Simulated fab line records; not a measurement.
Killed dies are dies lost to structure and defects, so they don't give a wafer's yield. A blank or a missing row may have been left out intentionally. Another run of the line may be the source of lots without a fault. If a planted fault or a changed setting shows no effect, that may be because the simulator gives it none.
Which tool is to blame? | flow gf180mcu | 13 lots with 39 wafers sampled at 3 steps, on a route of 602 steps

WHAT THE GAUGES READ, wafer by wafer
GF_CONTACT_BOW_MEAS_05. Usual: for CONTACT_BOW the level is 67 um and the standard deviation is 6.5.
lot  | measured     | on           | CONTACT_BOW (um) | flag
L532 | day 15 02:27 | filmMetro-04 | 64 63 69         | 
L533 | day 15 13:06 | filmMetro-03 | 80 62 65         | 
L536 | day 17 00:14 | filmMetro-03 | 72 72 68         | 
L537 | day 17 01:46 | filmMetro-04 | 67 60 68         | 
L538 | day 17 15:06 | filmMetro-03 | 70 73 67         | 
L545 | day 20 11:26 | filmMetro-03 | 65 57 64         | 
L544 | day 20 14:16 | filmMetro-03 | 58 62 76         | 
L546 | day 20 21:33 | filmMetro-04 | 70 70 53         | 
L549 | day 21 16:55 | filmMetro-02 | 65 65 70         | 
L550 | day 21 17:54 | filmMetro-02 | 65 63 58         | 
L551 | day 22 03:31 | filmMetro-03 | 65 60 62         | 
L553 | day 22 19:18 | filmMetro-04 | 74 66 60         | 
L554 | day 23 07:07 | filmMetro-03 | 70 66 69         | 

GF_CONTACT_RS_MEAS_25: measurement is done with a four-point probe. Usual: for CONTACT_W_RS the level is 0.382 ohm/sq and the standard deviation is 0.005.
lot  | measured     | on           | CONTACT_W_RS (ohm/sq) | flag
L532 | day 16 01:27 | filmMetro-02 | 0.385 0.376 0.377     | 
L533 | day 16 11:52 | filmMetro-02 | 0.379 0.384 0.385     | 
L536 | day 17 23:56 | filmMetro-03 | 0.386 0.384 0.391     | 
L537 | day 18 02:28 | filmMetro-02 | 0.379 0.380 0.374     | 
L538 | day 18 15:29 | filmMetro-03 | 0.385 0.373 0.379     | 
L545 | day 21 11:59 | filmMetro-02 | 0.386 0.386 0.383     | 
L544 | day 21 15:37 | filmMetro-03 | 0.377 0.388 0.389     | 
L546 | day 21 22:29 | filmMetro-03 | 0.373 0.377 0.374     | 
L549 | day 22 17:35 | filmMetro-02 | 0.385 0.384 0.380     | 
L550 | day 22 17:59 | filmMetro-03 | 0.387 0.388 0.388     | 
L551 | day 23 03:25 | filmMetro-03 | 0.380 0.390 0.379     | 
L553 | day 23 19:11 | filmMetro-02 | 0.377 0.378 0.380     | 
L554 | day 24 06:31 | filmMetro-04 | 0.384 0.384 0.389     | 

WHICH TOOL RAN EACH LOT (tool, then ch and the chambers of the sampled wafers, then the start)
lot  | GF_CONTACT_ETCH_17
L532 | rieDiel-02 ch 1,2,3, day 16 01:27 or earlier
L533 | rieDiel-02 ch 0,2, day 16 11:52 or earlier
L536 | rieDiel-03 ch 1,2,3, day 17 23:56 or earlier
L537 | rieDiel-03 ch 0,1,3, day 18 02:28 or earlier
L538 | rieDiel-02 ch 0,1,3, day 18 15:29 or earlier
L545 | rieDiel-02 ch 0,2, day 21 11:59 or earlier
L544 | rieDiel-01 ch 0,1,3, day 21 15:37 or earlier
L546 | rieDiel-02 ch 1,3, day 21 22:29 or earlier
L549 | rieDiel-01 ch 0,1,3, day 22 17:35 or earlier
L550 | rieDiel-03 ch 0,1, day 22 17:59 or earlier
L551 | rieDiel-03 ch 0,1,2, day 23 03:25 or earlier
L553 | rieDiel-01 ch 0,2,3, day 23 19:11 or earlier
L554 | rieDiel-02 ch 2,3, day 24 06:31 or earlier
- GF_CONTACT_ETCH_17: etches SiO2 in C4F8/O2/Ar, stops on CoSi2, target depth 860 nm.

AS READ BY THE TOOLS THEMSELVES (means over the sampled wafers that have a number; for cases with no such wafer, the mark the record gives instead)
GF_CONTACT_ETCH_17. Usual: oesProductAu reads 0.814 a.u. (standard deviation 0.0051).
lot  | tool       | oesProductAu (a.u.) | flag
L532 | rieDiel-02 | 0.814               | 
L533 | rieDiel-02 | 0.817               | 
L536 | rieDiel-03 | 0.814               | 
L537 | rieDiel-03 | 0.817               | 
L538 | rieDiel-02 | 0.813               | 
L545 | rieDiel-02 | 0.810               | 
L544 | rieDiel-01 | 0.818               | 
L546 | rieDiel-02 | 0.819               | 
L549 | rieDiel-01 | 0.815               | 
L550 | rieDiel-03 | 0.814               | 
L551 | rieDiel-03 | 0.810               | 
L553 | rieDiel-01 | 0.809               | 
L554 | rieDiel-02 | 0.818               | 

THE ANSWER, worked out from the rows above alone
Rule: a lot is off if the mean of its wafers that have a number lies more than 3 standard deviations from the usual mean. Also off: a lot with no number at a reading for which 4 or more lots have one. All remaining lots with rows at the step are treated as sound. The gauges are gone through in route order, then the tools' own readings, and for those a lot's mean is taken as printed above. The first step at which some lot is off is used, and at that step the reading that is off furthest; a lot without a number counts as furthest.
No lot is off on any of the readings shown, so nothing can be concluded from this.

WHAT THE SIMULATOR PUT IN
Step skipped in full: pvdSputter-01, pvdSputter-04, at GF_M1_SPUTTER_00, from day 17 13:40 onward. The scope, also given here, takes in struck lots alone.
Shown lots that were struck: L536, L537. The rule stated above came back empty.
